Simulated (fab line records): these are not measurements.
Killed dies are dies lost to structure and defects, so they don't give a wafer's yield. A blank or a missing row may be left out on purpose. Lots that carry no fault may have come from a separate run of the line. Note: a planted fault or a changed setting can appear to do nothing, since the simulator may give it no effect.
The tool behind it: which one? :: flow sky130 :: 11 lots, 33 wafers sampled, at 5 steps of a route of 708

== WHAT THE GAUGES SHOWED, per wafer ==
SKY_LOCAL_INTERCONNECT_THK_MEAS_02: measures by xrf. Usual: LOCAL_INTERCONNECT_TIN_THK typically reads 100.0 nm, with standard deviation 0.97.
lot: L383
measured: day 29 20:56
on: film-metro-03
LOCAL_INTERCONNECT_TIN_THK (nm): 100.2 99.6 99.9
flag: 

lot: L385
measured: day 31 02:05
on: film-metro-04
LOCAL_INTERCONNECT_TIN_THK (nm): 100.1 98.3 98.3
flag: 

lot: L387
measured: day 31 08:32
on: film-metro-04
LOCAL_INTERCONNECT_TIN_THK (nm): 100.7 100.2 100.3
flag: 

lot: L392
measured: day 32 06:32
on: film-metro-03
LOCAL_INTERCONNECT_TIN_THK (nm): 101.0 99.8 99.8
flag: 

lot: L393
measured: day 32 17:45
on: film-metro-04
LOCAL_INTERCONNECT_TIN_THK (nm): 98.6 99.8 99.1
flag: 

lot: L395
measured: day 33 04:35
on: film-metro-01
LOCAL_INTERCONNECT_TIN_THK (nm): 100.9 100.2 100.2
flag: 

lot: L400
measured: day 35 04:22
on: film-metro-04
LOCAL_INTERCONNECT_TIN_THK (nm): 101.5 100.1 101.4
flag: 

lot: L401
measured: day 35 05:42
on: film-metro-04
LOCAL_INTERCONNECT_TIN_THK (nm): 99.8 100.9 100.7
flag: 

lot: L404
measured: day 36 06:02
on: film-metro-03
LOCAL_INTERCONNECT_TIN_THK (nm): 100.4 100.2 100.0
flag: 

lot: L405
measured: day 36 11:47
on: film-metro-04
LOCAL_INTERCONNECT_TIN_THK (nm): 100.0 100.3 99.5
flag: 

lot: L406
measured: day 36 13:22
on: film-metro-04
LOCAL_INTERCONNECT_TIN_THK (nm): 100.0 100.1 101.3
flag: 

SKY_CONTACT_RS_MEAS_25: a four-point-probe measurement. Usual: CONTACT_W_RS typically reads 0.334 ohm/sq, with standard deviation 0.0054.
lot: L383
measured: day 32 08:55
on: film-metro-04
CONTACT_W_RS (ohm/sq): 0.333 0.336 0.337
flag: 

lot: L385
measured: day 33 11:02
on: film-metro-02
CONTACT_W_RS (ohm/sq): 0.329 0.342 0.334
flag: 

lot: L387
measured: day 33 17:40
on: film-metro-04
CONTACT_W_RS (ohm/sq): 0.338 0.334 0.335
flag: 

lot: L392
measured: day 34 13:46
on: film-metro-04
CONTACT_W_RS (ohm/sq): 0.670 0.660 0.666
flag: OFF

lot: L393
measured: day 35 01:12
on: film-metro-02
CONTACT_W_RS (ohm/sq): 0.665 0.659 0.672
flag: OFF

lot: L395
measured: day 35 12:14
on: film-metro-02
CONTACT_W_RS (ohm/sq): 0.340 0.329 0.330
flag: 

lot: L400
measured: day 37 10:50
on: film-metro-02
CONTACT_W_RS (ohm/sq): 0.325 0.333 0.319
flag: 

lot: L401
measured: day 37 12:27
on: film-metro-03
CONTACT_W_RS (ohm/sq): 0.333 0.332 0.329
flag: 

lot: L404
measured: day 38 12:03
on: film-metro-02
CONTACT_W_RS (ohm/sq): 0.321 0.329 0.333
flag: 

lot: L405
measured: day 38 17:23
on: film-metro-03
CONTACT_W_RS (ohm/sq): 0.340 0.341 0.337
flag: 

lot: L406
measured: day 38 19:19
on: film-metro-04
CONTACT_W_RS (ohm/sq): 0.333 0.333 0.336
flag: 

SKY_CONTACT_THK_MEAS_26: measures by xrf. Usual: CONTACT_W_THK typically reads 345 nm, with standard deviation 6.3.
lot: L383
measured: day 32 09:02
on: film-metro-04
CONTACT_W_THK (nm): 341 341 338
flag: 

lot: L385
measured: day 33 11:09
on: film-metro-02
CONTACT_W_THK (nm): 348 336 346
flag: 

lot: L387
measured: day 33 17:46
on: film-metro-04
CONTACT_W_THK (nm): 339 339 339
flag: 

lot: L392
measured: day 34 13:52
on: film-metro-04
CONTACT_W_THK (nm): 173 175 174
flag: OFF

lot: L393
measured: day 35 01:19
on: film-metro-02
CONTACT_W_THK (nm): 174 176 173
flag: OFF

lot: L395
measured: day 35 12:20
on: film-metro-02
CONTACT_W_THK (nm): 339 350 348
flag: 

lot: L400
measured: day 37 10:56
on: film-metro-02
CONTACT_W_THK (nm): 354 349 362
flag: 

lot: L401
measured: day 37 12:34
on: film-metro-03
CONTACT_W_THK (nm): 343 345 346
flag: 

lot: L404
measured: day 38 12:10
on: film-metro-02
CONTACT_W_THK (nm): 352 346 342
flag: 

lot: L405
measured: day 38 17:30
on: film-metro-03
CONTACT_W_THK (nm): 341 339 341
flag: 

lot: L406
measured: day 38 19:26
on: film-metro-04
CONTACT_W_THK (nm): 350 353 349
flag: 

== EACH LOT AND THE TOOL THAT RAN IT (in order: tool; ch and the chambers of the sampled wafers; start) ==
lot: L383
SKY_CONTACT_SPUTTER_23: pvd-sputter-03, day 32 08:44
SKY_CONTACT_CVD_24: cvd-w-02 ch 1, day 32 08:49

lot: L385
SKY_CONTACT_SPUTTER_23: pvd-sputter-02, day 33 10:50
SKY_CONTACT_CVD_24: cvd-w-01 ch 0,1, day 33 10:55

lot: L387
SKY_CONTACT_SPUTTER_23: pvd-sputter-02, day 33 17:28
SKY_CONTACT_CVD_24: cvd-w-02 ch 0,1, day 33 17:32

lot: L392
SKY_CONTACT_SPUTTER_23: pvd-sputter-04, day 34 13:34
SKY_CONTACT_CVD_24: cvd-w-02 ch 0,1, day 34 13:40

lot: L393
SKY_CONTACT_SPUTTER_23: pvd-sputter-02, day 35 01:02
SKY_CONTACT_CVD_24: cvd-w-02 ch 0,1, day 35 01:05

lot: L395
SKY_CONTACT_SPUTTER_23: pvd-sputter-02, day 35 12:02
SKY_CONTACT_CVD_24: cvd-w-01 ch 0,1, day 35 12:06

lot: L400
SKY_CONTACT_SPUTTER_23: pvd-sputter-02, day 37 10:37
SKY_CONTACT_CVD_24: cvd-w-01 ch 0,1, day 37 10:43

lot: L401
SKY_CONTACT_SPUTTER_23: pvd-sputter-02, day 37 12:16
SKY_CONTACT_CVD_24: cvd-w-01 ch 0, day 37 12:19

lot: L404
SKY_CONTACT_SPUTTER_23: pvd-sputter-04, day 38 11:52
SKY_CONTACT_CVD_24: cvd-w-01 ch 0,1, day 38 11:55

lot: L405
SKY_CONTACT_SPUTTER_23: pvd-sputter-03, day 38 17:08
SKY_CONTACT_CVD_24: cvd-w-02 ch 0,1, day 38 17:16

lot: L406
SKY_CONTACT_SPUTTER_23: pvd-sputter-03, day 38 19:08
SKY_CONTACT_CVD_24: cvd-w-02 ch 0,1, day 38 19:11
- SKY_CONTACT_SPUTTER_23: material TiN, target thk 20 nm, time 80 s.
- SKY_CONTACT_CVD_24: deposits W, target thk 340 nm, time 102.12 s.

== AS READ BY THE TOOLS THEMSELVES (means over the sampled wafers that have a number; for cases with no such wafer, the mark the record gives instead) ==
SKY_CONTACT_SPUTTER_23. Usual: chamber-pressure-pa 4.999 Pa, standard deviation 0.01; throttle-valve-pct 30.2 %, standard deviation 1.2.
lot: L383
tool: pvd-sputter-03
chamber-pressure-pa (Pa): 4.987
throttle-valve-pct (%): 31.7
flag: 

lot: L385
tool: pvd-sputter-02
chamber-pressure-pa (Pa): 5.003
throttle-valve-pct (%): 28.5
flag: 

lot: L387
tool: pvd-sputter-02
chamber-pressure-pa (Pa): 4.992
throttle-valve-pct (%): 29.7
flag: 

lot: L392
tool: pvd-sputter-04
chamber-pressure-pa (Pa): 5.001
throttle-valve-pct (%): 30.6
flag: 

lot: L393
tool: pvd-sputter-02
chamber-pressure-pa (Pa): 5.003
throttle-valve-pct (%): 29.0
flag: 

lot: L395
tool: pvd-sputter-02
chamber-pressure-pa (Pa): 4.996
throttle-valve-pct (%): 29.7
flag: 

lot: L400
tool: pvd-sputter-02
chamber-pressure-pa (Pa): 4.992
throttle-valve-pct (%): 29.9
flag: 

lot: L401
tool: pvd-sputter-02
chamber-pressure-pa (Pa): 4.994
throttle-valve-pct (%): 30.6
flag: 

lot: L404
tool: pvd-sputter-04
chamber-pressure-pa (Pa): 5.001
throttle-valve-pct (%): 29.6
flag: 

lot: L405
tool: pvd-sputter-03
chamber-pressure-pa (Pa): 4.994
throttle-valve-pct (%): 30.6
flag: 

lot: L406
tool: pvd-sputter-03
chamber-pressure-pa (Pa): 5.002
throttle-valve-pct (%): 30.8
flag: 

SKY_CONTACT_CVD_24. Usual: heater-power-outer-w 562 W, standard deviation 77; heater-power-w 931 W, standard deviation 110.
lot: L383
tool: cvd-w-02
heater-power-outer-w (W): 535
heater-power-w (W): 897
flag: 

lot: L385
tool: cvd-w-01
heater-power-outer-w (W): 503
heater-power-w (W): 845
flag: 

lot: L387
tool: cvd-w-02
heater-power-outer-w (W): 585
heater-power-w (W): 968
flag: 

lot: L392
tool: cvd-w-02
heater-power-outer-w (W): 588
heater-power-w (W): 972
flag: 

lot: L393
tool: cvd-w-02
heater-power-outer-w (W): 583
heater-power-w (W): 978
flag: 

lot: L395
tool: cvd-w-01
heater-power-outer-w (W): 503
heater-power-w (W): 849
flag: 

lot: L400
tool: cvd-w-01
heater-power-outer-w (W): 512
heater-power-w (W): 840
flag: 

lot: L401
tool: cvd-w-01
heater-power-outer-w (W): 487
heater-power-w (W): 842
flag: 

lot: L404
tool: cvd-w-01
heater-power-outer-w (W): 501
heater-power-w (W): 826
flag: 

lot: L405
tool: cvd-w-02
heater-power-outer-w (W): 640
heater-power-w (W): 1033
flag: 

lot: L406
tool: cvd-w-02
heater-power-outer-w (W): 593
heater-power-w (W): 960
flag: 

== THE ANSWER, worked out from the rows above alone ==
Rule: a lot counts as off when the mean over its wafers that have a number is more than 3 standard deviations away from the usual mean. A lot without any number at a reading at which 4 lots or more have one is off too. Where the step has rows for the other lots, those lots are counted as sound. Order of review: gauges by route order, followed by the tools' own readings, for which a lot's mean as printed above is used. At the first step where some lot is off, the reading lying furthest off is the one used; lots without a number count as furthest.
Off: L392, L393, seen at SKY_CONTACT_RS_MEAS_25 (CONTACT_W_RS).
If a tool, at a process step before that reading, ran all the lots that are off and no sound lot after the first of them, it fits. Those tools and the gauges at SKY_CONTACT_RS_MEAS_25 are tried in the same way. No candidate that was tried fits.

== WHAT THE SIMULATOR PUT IN ==
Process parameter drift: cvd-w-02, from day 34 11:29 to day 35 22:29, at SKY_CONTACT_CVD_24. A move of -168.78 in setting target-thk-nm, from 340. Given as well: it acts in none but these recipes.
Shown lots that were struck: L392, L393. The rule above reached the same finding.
